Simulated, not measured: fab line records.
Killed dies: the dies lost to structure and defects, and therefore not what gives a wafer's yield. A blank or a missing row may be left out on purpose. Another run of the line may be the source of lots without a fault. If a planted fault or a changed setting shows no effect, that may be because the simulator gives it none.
Chamber matching -- flow gf180mcu -- GF_SAB_CVD_00 on pecvd-03: 3 sister chambers
The step deposits SiO2 from TEOS, target thk 50 nm, time 4.9302 s. 3 wafers are shown with their chamber, then 8 later ones without.

## WAFERS, EACH WITH ITS CHAMBER
wafer,chamber,heater power w (W)
L947.4,2,573
L950.3,1,556
L952.2,0,628

## WAFERS WITH NO CHAMBER GIVEN
wafer,heater power w (W)
L952.3,557
L952.6,616
L960.1,582
L960.2,611
L960.5,576
L962.3,559
L962.4,555
L962.6,580

## WHICH CHAMBER EACH ONE RAN IN
wafer,from the rows above,in truth
L952.3,can't be placed: 1 or 2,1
L952.6,0,0
L960.1,can't be placed: 2 or 1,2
L960.2,0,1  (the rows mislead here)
L960.5,can't be placed: 2 or 1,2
L962.3,can't be placed: 1 or 2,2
L962.4,can't be placed: 1 or 2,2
L962.6,can't be placed: 2 or 1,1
Correctly placed: 1 of 8. From these rows, 6 cannot be placed; in 6 the true chamber is one of the candidates. Wrongly placed: 1.
How it was worked out, from the rows above alone: a wafer's distance from a chamber is the root of the sum, over the readings, of the square of ((its reading less the chamber's mean) divided by the reading's scatter). The wafer belongs to the nearest chamber; if the next one is less than 2 further off, it can't be placed. The mean given for a chamber averages the wafers shown for that chamber. The scatter: root of mean squared gap, hidden wafer to nearest shown wafer, with one shown wafer a chamber.
